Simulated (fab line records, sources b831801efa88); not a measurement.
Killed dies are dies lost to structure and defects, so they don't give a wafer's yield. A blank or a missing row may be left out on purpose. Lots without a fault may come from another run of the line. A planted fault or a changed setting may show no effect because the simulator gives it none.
A struck lot beside a sound one | flow gf180mcu | 15 steps out of a route of 602
Sound: wafers L476.1, L476.5, L476.6. Struck: wafers L485.1, L485.3, L485.4. The cause comes at the end.
At each step with rows: each side's tool, then ch and its chambers, then its first start. Under that, the readings that differ: sound wafers | struck wafers | difference of the means | sigmas: that difference in standard deviations of wafers without a fault.
alike: readings whose means differ by less than 2 such deviations, and words and numbers that are the same on both sides. not compared: withheld readings, readings that some wafer has no value for, bounds like >300 that may hide the same value, and numbers for which the record gives no deviation and whose values overlap.
The two part at a step that has a row with sigmas, a row that says differs or no value, or rows on one side only. Numbers that don't overlap but have no deviation are shown without sigmas and don't part them. A reading that every wafer of one side lacks parts them only if that side has two wafers or more.

GF_V1_OVL_MEAS_15:
  sound on overlay-01, day 20 23:19; struck on overlay-02, day 24 05:52
  alike: V1_OVL
then, 1 step without rows for these wafers: GF_V1_ETCH_16 (etches BARC in N2/H2).
GF_V1_ETCH_17: etches SiO2 in C4F8/O2/Ar, stops on TiN, target depth 630 nm.
  sound on rie_diel-03 ch 0,2,3; struck on rie_diel-02 ch 0,3
  alike: oes_product_au
GF_V1_STRIP_18: strips in O2/N2.
  sound on plasma_asher-01 ch 0,1, day 20 23:29; struck on plasma_asher-03 ch 0,1, day 24 06:02
  alike: drypump_motor_current_A, heater_power_w, oes_product_au
  not compared: rf_hours_counter_h
then, 4 steps without rows for these wafers: GF_V1_STRIP_19 (strips in post etch residue remover, time 1200 s); GF_V1_CLEAN_20 (cleans in DIW); GF_V1_SPUTTER_21 (material Ti, target thk 15 nm, time 80.02 s); GF_V1_SPUTTER_22 (material TiN, target thk 10 nm, time 40 s).
GF_V1_CVD_23: deposits W, target thk 350 nm, time 105.05 s.
  sound on cvd_w-02 ch 0,1, day 21 00:07; struck on cvd_w-01 ch 0,1, day 24 06:40
  alike: heater_power_w
GF_V1_RS_MEAS_24: measures by four-point-probe.
  sound on film_metro-02, day 21 00:14; struck on film_metro-01, day 24 06:47
  alike: V1_W_RS
GF_V1_THK_MEAS_25: measures by xrf.
  sound on film_metro-02, day 21 00:21; struck on film_metro-01, day 24 06:54
  reading       | sound       | struck      | difference | sigmas
  V1_W_THK (nm) | 352 369 354 | 341 337 338 | -20        | -2
GF_V1_CMP_26: polishes, stops on SiO2, t overpolish 15 s, target thk 0 nm.
  sound on cmp-01 ch 1,2, day 21 00:28; struck on cmp-01 ch 0,2,3, day 24 06:58
  alike: motor_current_A, overpolish_run_s, time_to_endpoint_s
GF_M2_SPUTTER_00: material Ti, target thk 37.5 nm, time 150 s.
  sound on pvd_sputter-04, day 21 00:43; struck on pvd_sputter-02, day 24 07:16
  reading                               | sound                | struck               | difference | sigmas
  cathode_dc_power_W (W)                | 3999.9 3999.6 3999.8 | 4436.2 4436.4 4437.3 | +436.9     | +99 or more
  model.Ti_of_M2_SPUTTER_00.thk_nm (nm) | 36.81 36.85 37.04    | 42.01 41.9 42.37     | +5.19      |
  alike: throttle_valve_pct
GF_M2_SPUTTER_01: material TiN, target thk 30 nm, time 25 s.
  sound on pvd_sputter-04, day 21 00:49; struck on pvd_sputter-02, day 24 07:22
  alike: cathode_dc_power_W, throttle_valve_pct
GF_PASSIVATION_PROBE_99:
  the record has rows for the sound wafers here (prober-02, day 31 07:37) and none for the struck ones

WHERE THEY PART
First at GF_V1_THK_MEAS_25; last, within this record, at GF_PASSIVATION_PROBE_99.

WHY: what the simulator had put in
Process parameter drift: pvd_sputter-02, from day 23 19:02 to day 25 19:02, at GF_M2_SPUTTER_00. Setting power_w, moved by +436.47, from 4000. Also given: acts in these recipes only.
